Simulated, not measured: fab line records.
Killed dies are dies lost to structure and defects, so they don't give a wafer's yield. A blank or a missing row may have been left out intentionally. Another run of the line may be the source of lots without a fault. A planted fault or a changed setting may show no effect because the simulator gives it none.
Struck lot and sound lot, side by side || flow sky130 || 15 steps out of a route of 708
Sound: these wafers, L951.1, L951.3, L951.6. Wafers struck: L961.2, L961.3, L961.5. The cause is given at the end.
For every step that has rows: the tool of each side, followed by ch and its chambers, followed by its first start. Under that, the readings that differ: sound wafers || struck wafers || difference of the means || sigmas: that difference in standard deviations of wafers without a fault.
alike: words and numbers the same on both sides, and readings whose means are apart by under 2 such deviations; not compared: readings that were withheld, readings missing a value for some wafer, numbers with overlapping values and no deviation given by the record, and bounds like >300 which may hide the same value.
A row with sigmas, a row that says differs or no value, or rows on one side alone: a step with any of these is where the two part. When numbers do not overlap yet have no deviation, they are printed without sigmas and do not part them. Lack of a reading on every wafer of one side parts them only where that side has two or more wafers.

SKY_GATE_OXIDE_OVL_MEAS_10:
  struck on overlay-01, day 17 21:29; sound on overlay-01, day 14 06:54
  alike: GATE_OXIDE_OVL
then, 2 steps without rows for these wafers: SKY_GATE_OXIDE_IMPLANT_11; SKY_GATE_OXIDE_WET_ETCH_12 (etches SiO2 in dHF, target depth 16.8 nm, time 336 s).
SKY_GATE_OXIDE_STRIP_13: strips in O2/N2.
  sound on plasma-asher-03 ch 0, day 14 07:11; struck on plasma-asher-04 ch 0,1, day 17 21:47
  alike: drypump-motor-current-A, o2-flow-sccm, oes-product-au, strip-time-to-endpoint-s
  not compared: rf-hours-counter-h
SKY_GATE_OXIDE_TW_MEAS_14:
  struck on film-metro-02, day 17 21:53; sound on film-metro-03, day 14 07:17
  alike: GATE_OXIDE_TW
then, 3 steps without rows for these wafers: SKY_GATE_OXIDE_CLEAN_15 (cleans in SC1/SC2, time 150 s); SKY_GATE_OXIDE_OXIDATION_16 (stabilise 600 s, purge 300 s, target thk 3.57 nm); SKY_POLY_GATE_CVD_00 (deposits poly-Si, target thk 180 nm, time 720 s).
SKY_POLY_GATE_THK_MEAS_01:
  struck on film-metro-02, day 18 00:52; sound on film-metro-04, day 14 10:08
  alike: POLY_GATE_CVD_00_THK
then, 3 steps without rows for these wafers: SKY_RES_PROTECT_DEHYDRATE_00 (time 60 s); SKY_RES_PROTECT_HMDS_01 (prime time 60 s); SKY_RES_PROTECT_COAT_02 (resist thk 1140 nm).
SKY_RES_PROTECT_SOFTBAKE_03: time 60 s.
  sound on litho-track-04 ch 0, day 14 22:50; struck on litho-track-04 ch 0, day 18 15:55
{"reading": "heater-power-total-W (W)", "sound": "56.65 56.59 56.54", "struck": "57.59 57.47 57.56", "difference": "+0.95", "sigmas": "+21"}
{"reading": "run-length-s (s)", "sound": "88.84 89.25 88.83", "struck": "86.21 86.00 85.92", "difference": -2.93, "sigmas": -20}
then, 1 step without rows for these wafers: SKY_RES_PROTECT_EXPOSE_04 (exposes mask RPM, target cd 1270 nm).
-- record jumps: 30 days separate the struck wafers' starts on either side; left off in module RES_PROTECT, taken up again in module PAD_OPEN, whose first shown step is the route's number 708 --
SKY_PAD_OPEN_PROBE_99:
  struck on prober-01, day 48 19:41; sound on prober-01, day 46 04:27
  alike: killed_at_M0_to_M3, killed_at_M4_up, killed-at-contacts, killed-at-front-end, killed-at-other, killed-dies, killed-on-rim, killed-open, killed-short

== WHERE THEY PART ==
Within this record, at SKY_RES_PROTECT_SOFTBAKE_03 only. Later steps at which nothing parts them and some readings are alike: SKY_PAD_OPEN_PROBE_99.

WHY: what had been put in by the simulator
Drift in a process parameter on litho-track-04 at SKY_RES_PROTECT_SOFTBAKE_03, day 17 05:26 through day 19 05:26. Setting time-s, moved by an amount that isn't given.
